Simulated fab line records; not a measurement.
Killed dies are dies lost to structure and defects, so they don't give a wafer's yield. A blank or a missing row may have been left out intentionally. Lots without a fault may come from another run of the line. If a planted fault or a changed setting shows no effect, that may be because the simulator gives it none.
Which tool is to blame? | flow sky130 | 11 lots with 33 wafers sampled at 6 steps, on a route of 708 steps

WHAT THE GAUGES SHOWED, per wafer
SKY_FIELD_ISO_THK_MEAS_23.
lot  | measured    | on            | FIELD_ISO_OXIDATION_01_THK (nm)
L152 | day 2 07:55 | film_metro-02 | 9.92 10.11 10.03
L153 | day 2 10:26 | film_metro-02 | 9.89 9.95 9.99
L154 | day 2 16:27 | film_metro-03 | 10.17 10.24 10.20
L155 | day 3 00:29 | film_metro-01 | 10.07 10.35 10.62
L156 | day 3 04:50 | film_metro-01 | 10.08 10.06 10.09
L158 | day 3 14:29 | film_metro-03 | 10.06 9.89 10.00
L163 | day 4 16:06 | film_metro-01 | 9.73 9.81 9.68
L164 | day 4 21:50 | film_metro-02 | 9.91 9.93 9.64
L171 | day 6 10:10 | film_metro-02 | 9.74 9.71 9.52
L173 | day 6 19:13 | film_metro-03 | 9.92 9.80 10.04
L174 | day 7 01:38 | film_metro-02 | 9.90 10.00 9.95

SKY_PWDE_TW_MEAS_10.
lot  | measured    | on            | PWDE_TW
L152 | day 4 02:14 | film_metro-02 | 369 366 368
L153 | day 4 03:46 | film_metro-03 | 377 375 374
L154 | day 4 08:08 | film_metro-04 | 374 375 376
L155 | day 4 14:55 | film_metro-04 | 373 373 372
L156 | day 4 20:00 | film_metro-03 | 375 375 375
L158 | day 5 07:02 | film_metro-02 | 371 368 370
L163 | day 6 09:39 | film_metro-03 | 359 358 357
L164 | day 6 15:34 | film_metro-02 | 347 347 349
L171 | day 8 08:07 | film_metro-04 | 376 375 377
L173 | day 8 17:20 | film_metro-03 | 374 373 373
L174 | day 8 23:29 | film_metro-02 | 368 369 366

SKY_NWELL_RS_MEAS_31: measures by four-point-probe.
lot  | measured     | on            | PWDE_RS (ohm/sq)
L152 | day 5 13:44  | film_metro-02 | 5271 5271 5287
L153 | day 5 16:05  | film_metro-02 | 5258 5250 5270
L154 | day 5 19:48  | film_metro-02 | 5223 5232 5249
L155 | day 6 03:35  | film_metro-03 | 5313 5300 5309
L156 | day 6 08:29  | film_metro-03 | 5278 5263 5289
L158 | day 6 23:14  | film_metro-04 | 5243 5254 5260
L163 | day 8 02:28  | film_metro-04 | 6025 6033 6038
L164 | day 8 08:53  | film_metro-02 | 5990 6018 5988
L171 | day 10 03:47 | film_metro-02 | 5267 5263 5270
L173 | day 10 14:28 | film_metro-03 | 5248 5249 5250
L174 | day 10 20:54 | film_metro-04 | 5263 5267 5287

SKY_LI_CONTACT_RS_MEAS_22: measures by four-point-probe.
lot  | measured     | on            | LI_CONTACT_W_RS (ohm/sq)
L152 | day 29 11:32 | film_metro-03 | 0.286 0.273 0.285
L153 | day 29 15:59 | film_metro-04 | 0.288 0.285 0.286
L154 | day 29 21:06 | film_metro-01 | 0.295 0.286 0.293
L155 | day 30 12:57 | film_metro-04 | 0.287 0.292 0.288
L156 | day 30 17:14 | film_metro-04 | 0.289 0.293 0.289
L158 | day 31 12:59 | film_metro-04 | 0.284 0.274 0.285
L163 | day 33 01:31 | film_metro-01 | 0.282 0.274 0.283
L164 | day 33 11:07 | film_metro-04 | 0.286 0.276 0.274
L171 | day 35 13:53 | film_metro-01 | 0.286 0.290 0.289
L173 | day 36 01:34 | film_metro-03 | 0.288 0.288 0.290
L174 | day 36 08:19 | film_metro-04 | 0.287 0.291 0.288

WHICH TOOL RAN EACH LOT (tool, then ch and the chambers of the sampled wafers, then the start)
lot  | SKY_FIELD_ISO_ETCH_15             | SKY_PWDE_IMPLANT_08
L152 | rie_diel-02 ch 0,2,3, day 2 04:26 | implanter-02 ch 0, day 4 01:59
L153 | rie_diel-03 ch 0,1,3, day 2 07:32 | implanter-02 ch 0, day 4 03:31
L154 | rie_diel-02 ch 0,2,3, day 2 14:44 | implanter-03 ch 0, day 4 07:56
L155 | rie_diel-02 ch 0,1, day 2 21:47   | implanter-02 ch 0, day 4 14:40
L156 | rie_diel-02 ch 0,1,2, day 3 02:52 | implanter-03 ch 0, day 4 19:47
L158 | rie_diel-04 ch 0,1,2, day 3 12:28 | implanter-02 ch 0, day 5 06:47
L163 | rie_diel-04 ch 2,3, day 4 14:25   | implanter-03 ch 0, day 6 09:25
L164 | rie_diel-03 ch 0,1,3, day 4 20:10 | implanter-03 ch 0, day 6 15:19
L171 | rie_diel-04 ch 0,3, day 6 06:58   | implanter-01 ch 0, day 8 07:53
L173 | rie_diel-02 ch 0,1,2, day 6 17:10 | implanter-01 ch 0, day 8 17:07
L174 | rie_diel-03 ch 1,2,3, day 6 23:56 | implanter-01 ch 0, day 8 23:16
- SKY_FIELD_ISO_ETCH_15: etches the open film in CHF3/O2, stops on Si, target depth 180 nm, time 72 s.
- SKY_PWDE_IMPLANT_08

AS READ BY THE TOOLS THEMSELVES (means over the sampled wafers that have a number; for cases with no such wafer, the mark the record gives instead)
SKY_FIELD_ISO_ETCH_15.
lot  | tool        | bias_w (W) | drypump_motor_current_A (A) | oes_product_au (a.u.) | throttle_valve_pct (%)
L152 | rie_diel-02 | 199.7      | 6.0                         | 0.953                 | 8.842
L153 | rie_diel-03 | 199.7      | 5.6                         | 0.947                 | 8.837
L154 | rie_diel-02 | 199.9      | 6.0                         | 0.956                 | 8.849
L155 | rie_diel-02 | 200.0      | 5.5                         | 0.945                 | 8.846
L156 | rie_diel-02 | 199.8      | 5.9                         | 0.949                 | 8.833
L158 | rie_diel-04 | 200.2      | 6.1                         | 0.950                 | 8.835
L163 | rie_diel-04 | 200.4      | 6.2                         | 0.948                 | 8.848
L164 | rie_diel-03 | 200.2      | 5.5                         | 0.945                 | 8.843
L171 | rie_diel-04 | 199.8      | 5.8                         | 0.945                 | 8.835
L173 | rie_diel-02 | 199.9      | 5.8                         | 0.947                 | 8.837
L174 | rie_diel-03 | 199.5      | 5.4                         | 0.944                 | 8.844

SKY_PWDE_IMPLANT_08.
lot  | tool         | dose_ions_cm2 | faraday_current_uA
L152 | implanter-02 | 3.6e+12       | 20.5
L153 | implanter-02 | 3.6e+12       | 19.7
L154 | implanter-03 | 3.6e+12       | 20.5
L155 | implanter-02 | 3.6e+12       | 20.5
L156 | implanter-03 | 3.6e+12       | 20.2
L158 | implanter-02 | 3.6e+12       | 20.1
L163 | implanter-03 | 3.0e+12       | 17.5
L164 | implanter-03 | 3.0e+12       | 17.2
L171 | implanter-01 | 3.6e+12       | 20.1
L173 | implanter-01 | 3.6e+12       | 20.5
L174 | implanter-01 | 3.6e+12       | 20.0

THE ANSWER, worked out from the rows above alone
Rule: usual is defined by the lots themselves. The widest of any qualifying gaps counts: lots, ordered by their means at a reading, are off when they make up no more than a third of the lots, leave a main group of 4 or more, and stand apart from it by 3 or more times the standard deviation of that group's means. A main group whose means are all the same, to the digits that the tables above print for the reading, isn't used. A lot without any number at a reading at which 4 lots or more have one is off too. Where the step has rows for the other lots, those lots are counted as sound. Order of review: gauges by route order, followed by the tools' own readings, for which a lot's mean as printed above is used. The first step at which some lot is off is used, and at that step the reading that is off furthest; a lot without a number counts as furthest.
Off: at SKY_PWDE_TW_MEAS_10 (PWDE_TW), L163, L164. The main group: mean 372, standard deviation 3.1.
If a tool, at a process step before that reading, ran all the lots that are off and no sound lot after the first of them, it fits. The gauges at SKY_PWDE_TW_MEAS_10 aren't tried: what is off there is off at SKY_PWDE_IMPLANT_08 too, on other tools, and a gauge's error can't cause that. One candidate fits, namely implanter-03 at SKY_PWDE_IMPLANT_08. A fault onset in the window from L156 (day 4 19:47, its last sound lot) to L163 (day 6 09:25, its first lot off) fits.
The tool's own readings at SKY_PWDE_IMPLANT_08 bear it out: on the lots that are off they differ by more than 5 times the standard deviation of the sound lots' means. dose_ions_cm2 reads 3.0e+12 there against 3.6e+12 on the sound lots; faraday_current_uA reads 17.4 there against 20.2 on the sound lots.

WHAT THE SIMULATOR PUT IN
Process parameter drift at SKY_PWDE_IMPLANT_08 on implanter-03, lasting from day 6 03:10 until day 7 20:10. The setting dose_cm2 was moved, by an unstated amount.
Shown lots that were struck: L163, L164. The rule above reached the same finding.
